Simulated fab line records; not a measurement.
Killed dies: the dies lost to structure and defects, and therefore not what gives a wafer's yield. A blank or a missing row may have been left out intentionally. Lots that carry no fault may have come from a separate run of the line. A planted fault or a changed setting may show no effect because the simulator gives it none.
What tool caused it? -- flow sky130 -- 12 lots, 35 wafers sampled, at 4 steps of a route of 708

== WHAT THE GAUGES SHOWED, per wafer ==
SKY_VT_ADJUST_PCH_TW_MEAS_10. Usual: VT_ADJUST_PCH_TW typically reads 140.7, with standard deviation 1.
lot,measured,on,VT_ADJUST_PCH_TW,flag
L282,day 10 17:14,film_metro-02,141.1 140.8 140.8,
L283,day 11 03:45,film_metro-02,141.3 140.1 140.7,
L284,day 11 05:14,film_metro-02,141.7 141.8 141.1,
L286,day 11 19:21,film_metro-02,141.4 141.1 140.9,
L292,day 14 04:50,film_metro-03,140.5 139.7 139.2,
L296,day 15 06:17,film_metro-04,141.7 141.1,
L297,day 15 12:28,film_metro-03,139.8 139.6 139.7,
L299,day 16 17:52,film_metro-02,140.8 140.7 140.8,
L300,day 16 20:05,film_metro-03,139.3 138.7 139.9,
L302,day 17 05:18,film_metro-03,139.6 139.8 139.7,
L303,day 17 13:23,film_metro-03,139.2 139.5 139.9,
L304,day 17 17:17,film_metro-03,138.8 139.5 139.3,

SKY_SONOS_TUNNEL_TW_MEAS_12. Usual: SONOS_TUNNEL_TW typically reads 196.2, with standard deviation 1.5.
lot,measured,on,SONOS_TUNNEL_TW,flag
L282,day 11 16:23,film_metro-04,195.8 194.9 196.0,
L283,day 12 03:33,film_metro-02,196.1 195.2 195.5,
L284,day 12 05:16,film_metro-01,197.6 198.0 197.3,
L286,day 12 20:10,film_metro-01,198.2 198.0 198.3,
L292,day 15 08:10,film_metro-04,181.6 195.2 195.5,OFF
L296,day 16 09:59,film_metro-02,181.1 180.9,OFF
L297,day 16 16:34,film_metro-02,194.5 193.7 194.4,
L299,day 17 23:22,film_metro-04,197.6 196.1 197.2,
L300,day 18 01:58,film_metro-04,195.9 195.7 195.8,
L302,day 18 11:34,film_metro-04,196.0 196.5 194.8,
L303,day 18 19:30,film_metro-02,197.0 196.4 196.0,
L304,day 18 23:26,film_metro-02,195.6 196.2 196.6,

SKY_SONOS_ONO_CD_MEAS_13: the cd target is 410 nm. Usual: cd_nm 410.6 nm, standard deviation 2.3.
lot,measured,on,cd_nm (nm),flag
L282,day 13 00:34,cd_sem-02,409.8 410.5 408.9,
L283,day 13 10:08,cd_sem-02,412.1 414.1 411.4,
L284,day 13 11:01,cd_sem-01,405.6 405.4 405.3,
L286,day 14 01:47,cd_sem-01,409.3 409.3 411.7,
L292,day 16 16:10,cd_sem-02,409.8 412.8 410.9,
L296,day 17 19:31,cd_sem-02,409.9 410.5,
L297,day 18 02:43,cd_sem-01,409.3 409.3 408.6,
L299,day 19 09:34,cd_sem-02,412.0 411.1 411.4,
L300,day 19 11:58,cd_sem-02,410.6 411.8 410.0,
L302,day 19 21:29,cd_sem-01,408.9 409.2 409.1,
L303,day 20 09:38,cd_sem-02,411.7 412.3 411.2,
L304,day 20 13:53,cd_sem-01,406.3 408.2 407.1,

== TOOL THAT RAN EACH LOT (tool first, then ch and the chambers of the sampled wafers, then the start) ==
lot,SKY_SONOS_TUNNEL_IMPLANT_09
L282,"implanter-01 ch 0, day 11 15:55"
L283,"implanter-01 ch 0, day 12 03:08"
L284,"implanter-01 ch 0, day 12 04:52"
L286,"implanter-01 ch 0, day 12 19:46"
L292,"implanter-04 ch 0, day 15 07:44"
L296,"implanter-04 ch 0, day 16 09:34"
L297,"implanter-03 ch 0, day 16 16:08"
L299,"implanter-03 ch 0, day 17 22:56"
L300,"implanter-03 ch 0, day 18 01:34"
L302,"implanter-03 ch 0, day 18 11:08"
L303,"implanter-03 ch 0, day 18 19:04"
L304,"implanter-01 ch 0, day 18 23:02"
- SKY_SONOS_TUNNEL_IMPLANT_09

== AS READ BY THE TOOLS THEMSELVES (means over the sampled wafers that have a number; for cases with no such wafer, the mark the record gives instead) ==
SKY_SONOS_TUNNEL_IMPLANT_09. Usual: beam_on_s 9.97 s, standard deviation 0.2; dose_ions_cm2 1e+12, standard deviation 1.1e+09; faraday_current_uA 5.65, standard deviation 0.11.
lot,tool,beam_on_s (s),dose_ions_cm2,faraday_current_uA,flag
L282,implanter-01,10.07,1e+12,5.59,
L283,implanter-01,9.98,1e+12,5.64,
L284,implanter-01,10.05,1e+12,5.62,
L286,implanter-01,9.90,1e+12,5.70,
L292,implanter-04,9.24,1e+12,6.19,OFF
L296,implanter-04,7.53,1e+12,7.47,OFF
L297,implanter-03,9.76,1e+12,5.77,
L299,implanter-03,9.90,1e+12,5.70,
L300,implanter-03,10.08,1e+12,5.63,
L302,implanter-03,9.82,1e+12,5.75,
L303,implanter-03,10.02,1e+12,5.63,
L304,implanter-01,9.92,1e+12,5.67,

== THE ANSWER, worked out from the rows above alone ==
Rule: a lot counts as off when the mean over its wafers that have a number is more than 3 standard deviations away from the usual mean. A lot without any number at a reading at which 4 lots or more have one is off too. Any other lot the step has rows for is counted as sound. The gauges are gone through in route order, then the tools' own readings, and for those a lot's mean is taken as printed above. The first step at which some lot is off is used, and at that step the reading that is off furthest; a lot without a number counts as furthest.
Off: L292, L296, at SKY_SONOS_TUNNEL_TW_MEAS_12 (SONOS_TUNNEL_TW).
If a tool, at a process step before that reading, ran all the lots that are off and no sound lot after the first of them, it fits. Not tried: the gauges at SKY_SONOS_TUNNEL_TW_MEAS_12; whatever is off there is also off at SKY_SONOS_TUNNEL_IMPLANT_09, on other tools, and gauge error can't account for it. One candidate fits, namely implanter-04 at SKY_SONOS_TUNNEL_IMPLANT_09. It ran no sound lot before its first lot that is off in this sample, so the start can't be narrowed down.
The tool's own readings at SKY_SONOS_TUNNEL_IMPLANT_09 bear it out: on the lots that are off they differ by more than 5 times the standard deviation of the sound lots' means. beam_on_s reads 8.38 s there against 9.95 s on the sound lots; faraday_current_uA reads 6.83 there against 5.67 on the sound lots.

== WHAT THE SIMULATOR HAD PUT IN ==
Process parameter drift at SKY_SONOS_TUNNEL_IMPLANT_09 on implanter-04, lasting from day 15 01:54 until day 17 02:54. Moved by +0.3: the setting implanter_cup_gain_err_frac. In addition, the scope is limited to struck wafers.
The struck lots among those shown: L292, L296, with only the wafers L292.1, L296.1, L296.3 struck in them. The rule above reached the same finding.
